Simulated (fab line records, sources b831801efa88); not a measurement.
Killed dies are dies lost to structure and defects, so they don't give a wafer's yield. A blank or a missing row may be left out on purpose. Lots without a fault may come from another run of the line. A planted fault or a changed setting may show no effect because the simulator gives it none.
Problem report in the 8D (eight disciplines) form, filled by code | flow sky130 | the parts of the form that need people (team, actions taken, sign-off) are left out

1. THE PROBLEM
POLY_GATE_CVD_00_THK at SKY_POLY_GATE_THK_MEAS_01 reads a mean of 160.2 nm on 6 wafers of 2 lots; wafers without a fault read 180.8 nm with a standard deviation of 1.7. That is -12 standard deviations from the usual mean.
First seen on wafer L198.2, day 18 03:07, on film_metro-01. The record holds 30 wafers of 10 lots with a number at this step. Rule for "out", or "out of limits": more than 4 standard deviations from the usual mean. The other wafers with a number count as sound.

2. WHAT IT IS AND WHAT IT IS NOT
question                    | is                     | is not
which readings at this step | POLY_GATE_CVD_00_THK   | -
which lots                  | L198, L199             | L188, L195, L196, L197, L206, L207, L208, L209
which wafers of those lots  | all that have a number | -
read on which gauges        | film_metro-01          | film_metro-03, film_metro-04
when                        | from day 18 03:07      | up to then (12 sound wafers); but 12 sound wafers of L206, L207, L208, L209 came after

3. SUSPECTS, AND WHAT RULES EACH OUT
Counting: a tool at a process step up to the reading stays a suspect if it ran every lot that is out and no sound lot after the first of them.
- the gauge at SKY_POLY_GATE_THK_MEAS_01: ruled out. All the wafers that are out were read on film_metro-01, but those of them that SKY_POLY_GATE_CVD_00 has rows for are out there too, on other tools.
- lpcvd-01 at SKY_POLY_GATE_CVD_00 (deposits poly-Si, target thk 180 nm, time 720 s): ruled out as a lasting fault. Sound lots L206, L207, L208, L209 ran on it after its first lot that is out, L198 (day 18 01:55).
Left after counting: nothing in the record.

4. THE CAUSE (what the simulator had put in)
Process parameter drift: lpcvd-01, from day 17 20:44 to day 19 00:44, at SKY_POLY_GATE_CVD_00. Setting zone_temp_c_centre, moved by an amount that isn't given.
Counting ruled it out, wrongly: the rule takes a fault to strike every lot that its tool runs from its start on, and this one did not.

5. THE CHAIN OF EFFECTS, in route order
Each row: a reading whose mean over the struck wafers that have a number lies more than 3 standard deviations from the usual. Only readings for which the record gives a usual standard deviation are gone through. hours: the time from each lot's start at the first step in this table that gives one to its start at this step, as a median over the lots. sigmas: the change in usual standard deviations.
hours | step                      | reading               | usual      | on struck wafers | change | sigmas
0     | SKY_POLY_GATE_CVD_00      | spike_tc_centre_C     | 620.4 C    | 587.2            | -33.2  | -33
0     | SKY_POLY_GATE_CVD_00      | spike_tc_lower_C      | 621.1 C    | 625.7            | +4.6   | +3.3
0     | SKY_POLY_GATE_CVD_00      | zone_power_centre_pct | 9.4 %      | 3.6              | -5.8   | -13
0     | SKY_POLY_GATE_CVD_00      | zone_power_lower_pct  | 8.53 %     | 11.29            | +2.77  | +15
0     | SKY_POLY_GATE_CVD_00      | zone_power_upper_pct  | 9.1 %      | 11.9             | +2.8   | +3.8
2     | SKY_POLY_GATE_THK_MEAS_01 | POLY_GATE_CVD_00_THK  | 180.8 nm   | 160.2            | -20.6  | -12
65    | SKY_POLY_GATE_ETCH_17     | oes_product_au        | 0.989 a.u. | 0.941            | -0.048 | -6.9
The process steps in it:
- SKY_POLY_GATE_CVD_00: deposits poly-Si, target thk 180 nm, time 720 s.
- SKY_POLY_GATE_ETCH_17: etches poly-Si in HBr/Cl2, stops on SiO2, target depth 180 nm, time 70.5 s.
Later measuring or inspecting steps at which every struck wafer that the step has a row for has a number for every such reading, and none has moved that far: SKY_VIA1_THK_MEAS_01, SKY_VIA1_BOW_MEAS_03.

6. WHAT WOULD HAVE CAUGHT IT SOONER
In this record the first reading out of limits at a measuring or inspecting step was taken at day 18 03:07, 6 hours after the fault began at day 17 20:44.
The tool's own readings at SKY_POLY_GATE_CVD_00 were out on every struck wafer that the step has a row for (spike_tc_centre_C, zone_power_centre_pct, zone_power_lower_pct): an alarm limit on them would have fired on the first of those.
